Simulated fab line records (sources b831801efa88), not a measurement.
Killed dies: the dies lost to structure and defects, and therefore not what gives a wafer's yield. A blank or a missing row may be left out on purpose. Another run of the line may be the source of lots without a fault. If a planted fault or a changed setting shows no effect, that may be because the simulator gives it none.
fab line records ; flow gf180mcu
[record] lots = 6; wafers = 18; last_day = 34
route steps=602 shown HV_LDD@192
lots that met no fault: from a run of the same line without faults
start_h: hours from the record's opening day to when the first of the lot's shown wafers began ; wait_h: hours elapsed since this lot's preceding step ; " same as the row above ; L1.1+2: one row covering several wafers at once ; - no value, or no start given ; * or withheld: withheld ; < > ~ a bound
route shown NAME@n: a module of which the file shows steps, and the number in the route of the first ; usual: the fault-free wafers' mean and standard deviation ; same: alike in all rows ; chamber/n: place in a boat ; sites: each site's reading ; _std_site: their standard deviation ; _edge_site: the outer-site mean with the inner-site mean subtracted ; radius_mm: for every site, how far away it sits from the centre of the wafer ; mask NAME#n: copy n ; behind: the most recent tool/chamber to have shaped the wafer ; hold: why the lot was held/for how many hours/how that ended ; device: names the non-switching transistor (n, p or np) ; end of line: the route-end tests of the same wafers ; a step with no rows: only its recipe ; killed: dies that structure and defects cost at the first sort, which is not the same as the wafer's yield ; map: a wafer's dies, marking killed ones x, the rest . and places with no die _
set.NAME: the setting that was run; set.NAME@STEP: the one run at that earlier step ; model.NAME: the simulator's own value behind a step, which no gauge read
certain route steps with their lots: each step a table, each wafer a row
services: a tool's chamber out of use, with start hour (start_h, from the record's first day; less than 0 if before it), hours out, and reason
[[steps]]
[step GF_HV_LDD_EXPOSE_16]
[recipe] mask_id = Pplus_LV_AREA; target_cd_nm = 400; na = 0.6; source_shape = conventional; sigma_outer = 0.6; dose_mj = 140
[step GF_HV_LDD_PEB_17]
[recipe] temp_c = withheld; time_s = *; resist = NOVOLAK
[step GF_HV_LDD_DEVELOP_18]
[recipe] develop_time_s = 60; dev_temp_c = 23
[step GF_HV_LDD_CD_MEAS_19]
[recipe] target_cd_nm = 400
[usual] cd_nm = 399.8/2.7
lot.wafer;tool;chamber;start_h;wait_h;cd_nm
L229.3;cd_sem-02;-;235.58;0.1;397.1
L229.4;cd_sem-02;-;235.58;0.1;397.6
L229.6;cd_sem-02;-;235.58;0.1;399.6
L235.3;cd_sem-01;-;280.14;0.1;397.0
L235.4;cd_sem-01;-;280.14;0.1;398.0
L235.6;cd_sem-01;-;280.14;0.1;396.5
L240.2;cd_sem-01;-;318.02;0.1;399.0
L240.3;cd_sem-01;-;318.02;0.1;396.0
L240.5;cd_sem-01;-;318.02;0.1;397.9
L245.1;cd_sem-02;-;359.34;0.1;399.6
L245.3;cd_sem-02;-;359.34;0.1;399.2
L245.4;cd_sem-02;-;359.34;0.1;397.8
L247.1;cd_sem-02;-;378.00;0.1;399.7
L247.2;cd_sem-02;-;378.00;0.1;402.6
L247.6;cd_sem-02;-;378.00;0.1;400.6
L252.2;cd_sem-01;-;415.71;0.1;404.1
L252.3;cd_sem-01;-;415.71;0.1;403.8
L252.5;cd_sem-01;-;415.71;0.1;402.8
[step GF_HV_LDD_OVL_MEAS_20]
[usual] HV_LDD_01_OVL = -0.5/1.3
lot.wafer;tool;chamber;start_h;wait_h;HV_LDD_01_OVL[nm]
L229.3;overlay-02;-;235.68;0.1;-0.7
L229.4;overlay-02;-;235.68;0.1;-2.0
L229.6;overlay-02;-;235.68;0.1;-1.1
L235.3;overlay-01;-;280.23;0.1;-1.6
L235.4;overlay-01;-;280.23;0.1;-2.1
L235.6;overlay-01;-;280.23;0.1;0.5
L240.2;overlay-02;-;318.12;0.1;0.9
L240.3;overlay-02;-;318.12;0.1;-0.5
L240.5;overlay-02;-;318.12;0.1;0.3
L245.1;overlay-02;-;359.46;0.1;-2.3
L245.3;overlay-02;-;359.46;0.1;-1.8
L245.4;overlay-02;-;359.46;0.1;-0.2
L247.1;overlay-02;-;378.12;0.1;-0.5
L247.2;overlay-02;-;378.12;0.1;-1.9
L247.6;overlay-02;-;378.12;0.1;0.1
L252.2;overlay-01;-;415.82;0.1;-0.3
L252.3;overlay-01;-;415.82;0.1;-0.2
L252.5;overlay-01;-;415.82;0.1;-1.7
[step GF_HV_LDD_IMPLANT_21]
[recipe] species = BF2; energy_kev = 25; dose_cm2 = 5e+13; tilt_deg = 7
[step GF_HV_LDD_STRIP_22]
[recipe] chemistry = O2/N2; power_w = 1400; pressure_mtorr = 1500; platen_temp_c = 250; o2_flow_sccm = 3000; n2_flow_sccm = 300; overash_fraction = 0.5
[usual] drypump_motor_current_A = 5.9/0.5; heater_power_w = 352/43; oes_product_au = 0.716/0.0049; strip_time_to_endpoint_s = 12.63/0.043
lot.wafer;tool;chamber;start_h;wait_h;drypump_motor_current_A;heater_power_w;oes_product_au;rf_hours_counter_h;strip_time_to_endpoint_s
L229.3;plasma_asher-03;0;235.88;0.1;6.0;415;0.716;-;12.63
L229.4;plasma_asher-03;1;235.88;0.1;4.8;355;0.711;-;12.63
L229.6;plasma_asher-03;1;235.88;0.1;4.8;352;0.714;-;12.61
L235.3;plasma_asher-01;1;280.44;0.1;6.5;410;0.711;-;12.61
L235.4;plasma_asher-01;0;280.44;0.1;6.1;340;0.719;-;12.59
L235.6;plasma_asher-01;1;280.44;0.1;6.5;403;0.719;-;12.59
L240.2;plasma_asher-04;1;318.30;0.1;5.9;329;0.715;52;12.66
L240.3;plasma_asher-04;0;318.30;0.1;6.2;305;0.712;-;12.65
L240.5;plasma_asher-04;1;318.30;0.1;5.9;325;0.712;-;12.63
L245.1;plasma_asher-03;1;359.65;0.1;4.8;350;0.720;74;12.70
L245.3;plasma_asher-03;1;359.65;0.1;4.8;347;0.715;-;12.71
L245.4;plasma_asher-03;0;359.65;0.1;6.0;422;0.713;-;12.74
L247.1;plasma_asher-03;0;378.30;0.1;6.0;420;0.717;76;12.65
L247.2;plasma_asher-03;1;378.30;0.1;4.8;344;0.716;76;12.60
L247.6;plasma_asher-03;0;378.30;0.1;6.0;415;0.708;-;12.65
L252.2;plasma_asher-04;0;416.00;0.1;6.2;299;0.721;62;12.62
L252.3;plasma_asher-04;1;416.00;0.1;5.9;328;0.711;-;12.58
L252.5;plasma_asher-04;1;416.00;0.1;5.9;328;0.714;-;12.59
[step GF_HV_LDD_TW_MEAS_23]
[usual] HV_LDD_2_TW = 1048/7.7
lot.wafer;tool;chamber;start_h;wait_h;HV_LDD_2_TW
L229.3;film_metro-02;-;235.97;0.1;1059
L229.4;film_metro-02;-;235.97;0.1;1053
L229.6;film_metro-02;-;235.97;0.1;1056
L235.3;film_metro-04;-;280.52;0.1;1050
L235.4;film_metro-04;-;280.52;0.1;1049
L235.6;film_metro-04;-;280.52;0.1;1049
L240.2;film_metro-02;-;318.41;0.1;1048
L240.3;film_metro-02;-;318.41;0.1;1046
L240.5;film_metro-02;-;318.41;0.1;1051
L245.1;film_metro-02;-;359.75;0.1;1047
L245.3;film_metro-02;-;359.75;0.1;1055
L245.4;film_metro-02;-;359.75;0.1;1048
L247.1;film_metro-04;-;378.40;0.1;1051
L247.2;film_metro-04;-;378.40;0.1;1058
L247.6;film_metro-04;-;378.40;0.1;1052
L252.2;film_metro-04;-;416.11;0.1;1045
L252.3;film_metro-04;-;416.11;0.1;1037
L252.5;film_metro-04;-;416.11;0.1;1042
[step GF_HV_LDD_DEHYDRATE_24]
[recipe] temp_c = 200; time_s = 60
[step GF_HV_LDD_HMDS_25]
[recipe] prime_time_s = 60; prime_temp_c = 120
[step GF_HV_LDD_COAT_26]
[recipe] resist = NOVOLAK; spin_rpm = 3000; resist_thk_nm = 1000
[step GF_HV_LDD_SOFTBAKE_27]
[recipe] temp_c = 90; time_s = 60; resist = NOVOLAK
[step GF_HV_LDD_EXPOSE_28]
[recipe] mask_id = Nplus_HV_AREA; target_cd_nm = 400; na = 0.6; source_shape = conventional; sigma_outer = 0.6; dose_mj = 140
[usual] focus_offset_nm = -0.1/0.49; stage_vel_mm_s = 500.02/0.28
lot.wafer;tool;chamber;start_h;wait_h;mask;focus_offset_nm;stage_vel_mm_s;model.HV_LDD.overlay_x_nm
L229.3;iline_stepper-02;0;245.74;-;Nplus_HV_AREA#0;0.1;499.80;0.8999
L229.4;iline_stepper-02;0;245.74;-;Nplus_HV_AREA#0;0.2;499.74;0.8999
L229.6;iline_stepper-02;0;245.74;-;Nplus_HV_AREA#0;0.0;499.70;0.8999
L235.3;iline_stepper-01;0;290.94;-;Nplus_HV_AREA#0;-0.3;500.01;-0.01008
L235.4;iline_stepper-01;0;290.94;-;Nplus_HV_AREA#0;0.1;500.41;-0.01008
L235.6;iline_stepper-01;0;290.94;-;Nplus_HV_AREA#0;0.5;499.96;-0.01008
L240.2;iline_stepper-02;0;329.29;-;Nplus_HV_AREA#0;-0.2;499.49;-110.2
L240.3;iline_stepper-02;0;329.29;-;Nplus_HV_AREA#0;-0.3;499.71;-110.2
L240.5;iline_stepper-02;0;329.29;-;Nplus_HV_AREA#0;-0.2;499.65;-110.2
L245.1;iline_stepper-01;0;370.75;-;Nplus_HV_AREA#0;-0.3;499.95;0.1329
L245.3;iline_stepper-01;0;370.75;-;Nplus_HV_AREA#0;0.5;500.31;0.1329
L245.4;iline_stepper-01;0;370.75;-;Nplus_HV_AREA#0;0.1;499.81;0.1329
L247.1;iline_stepper-02;0;389.77;-;Nplus_HV_AREA#0;0.4;500.76;-113.3
L247.2;iline_stepper-02;0;389.77;-;Nplus_HV_AREA#0;-0.8;500.20;-113.3
L247.6;iline_stepper-02;0;389.77;-;Nplus_HV_AREA#0;-0.6;500.16;-113.3
L252.2;iline_stepper-01;0;428.34;-;Nplus_HV_AREA#0;-0.4;500.57;-1.379
L252.3;iline_stepper-01;0;428.34;-;Nplus_HV_AREA#0;-0.2;499.82;-1.379
L252.5;iline_stepper-01;0;428.34;-;Nplus_HV_AREA#0;-0.4;500.46;-1.379
[step GF_HV_LDD_PEB_29]
[recipe] temp_c = withheld; time_s = *; resist = NOVOLAK
[step GF_HV_LDD_DEVELOP_30]
[recipe] develop_time_s = 60; dev_temp_c = 23
[step GF_HV_LDD_CD_MEAS_31]
[recipe] target_cd_nm = 400
[usual] cd_nm = 399.2/2.6
lot.wafer;tool;chamber;start_h;wait_h;cd_nm
L229.3;cd_sem-01;-;255.08;0.1;402.2
L229.4;cd_sem-01;-;255.08;0.1;399.7
L229.6;cd_sem-01;-;255.08;0.1;404.9
L235.3;cd_sem-02;-;300.69;0.1;398.6
L235.4;cd_sem-02;-;300.69;0.1;398.1
L235.6;cd_sem-02;-;300.69;0.1;395.5
L240.2;cd_sem-01;-;339.62;0.1;398.5
L240.3;cd_sem-01;-;339.62;0.1;397.7
L240.5;cd_sem-01;-;339.62;0.1;398.1
L245.1;cd_sem-01;-;382.49;0.1;402.3
L245.3;cd_sem-01;-;382.49;0.1;403.6
L245.4;cd_sem-01;-;382.49;0.1;403.4
L247.1;cd_sem-01;-;401.39;0.1;401.0
L247.2;cd_sem-01;-;401.39;0.1;402.2
L247.6;cd_sem-01;-;401.39;0.1;400.7
L252.2;cd_sem-01;-;440.31;0.1;398.5
L252.3;cd_sem-01;-;440.31;0.1;398.7
L252.5;cd_sem-01;-;440.31;0.1;396.4
[step GF_HV_LDD_OVL_MEAS_32]
[usual] HV_LDD_02_OVL = -0.8/1.5
lot.wafer;tool;chamber;start_h;wait_h;HV_LDD_02_OVL[nm]
L229.3;overlay-02;-;255.18;0.1;-0.5
L229.4;overlay-02;-;255.18;0.1;0.3
L229.6;overlay-02;-;255.18;0.1;-0.7
L235.3;overlay-02;-;300.78;0.1;-0.1
L235.4;overlay-02;-;300.78;0.1;-0.5
L235.6;overlay-02;-;300.78;0.1;-0.8
L240.2;overlay-02;-;339.72;0.1;-109.0
L240.3;overlay-02;-;339.72;0.1;-109.9
L240.5;overlay-02;-;339.72;0.1;-111.5
L245.1;overlay-01;-;382.61;0.1;-2.2
L245.3;overlay-01;-;382.61;0.1;-0.7
L245.4;overlay-01;-;382.61;0.1;-0.2
L247.1;overlay-01;-;401.51;0.1;-112.5
L247.2;overlay-01;-;401.51;0.1;-114.7
L247.6;overlay-01;-;401.51;0.1;-113.9
L252.2;overlay-02;-;440.42;0.1;-1.7
L252.3;overlay-02;-;440.42;0.1;-1.0
L252.5;overlay-02;-;440.42;0.1;-2.6
[step GF_HV_LDD_IMPLANT_33]
[recipe] species = P; energy_kev = 60; dose_cm2 = 7.5e+12; tilt_deg = 30; rotation_deg = 0
[[services]]
tool;chamber;start_h;hours;kind
plasma_asher-04;-;274.91;2.8;pm
plasma_asher-03;-;277.39;1.5;repair
iline_stepper-02;-;283.11;4.4;pm
iline_stepper-01;-;292.14;1.7;pm
iline_stepper-02;-;294.86;2.4;repair
plasma_asher-01;-;304.10;3.2;repair
iline_stepper-01;-;313.72;1.0;repair
iline_stepper-02;-;339.81;7.3;repair
iline_stepper-02;-;372.68;4.6;repair
iline_stepper-01;-;380.80;4.4;pm
iline_stepper-01;-;415.91;2.1;pm
iline_stepper-01;-;418.00;-;consumable_replace:lamp
plasma_asher-01;-;427.12;15.2;repair
[[key]]
[first_sign] step = GF_HV_LDD_OVL_MEAS_32; reading = HV_LDD_02_OVL; direction = down; sigmas = 76; usual = -0.8; struck = -111.9
effect none on later readings
[model_effect] step = GF_HV_LDD_EXPOSE_28; value = HV_LDD.overlay_x_nm; without = -0.8495; struck = -111.7
met_at GF_HV_LDD_EXPOSE_28
struck_wafers L240.2,L240.3,L240.5,L247.1,L247.2,L247.6
tester_left_out L240,L247
onset_between 245.74 329.29
[fault] kind = scanner_matching_overlay; tool = iline_stepper-02; chamber = -; onset_h = 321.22; steps = GF_HV_LDD_EXPOSE_28; offset = -110.89
// tester_left_out: of these lots the tester's yield and bins aren't shown, on N5 and GAA mostly nor the transistor test; their killed dies are dies lost to structure and defects alone, not to doping, threshold or leakage, so they don't give the yield
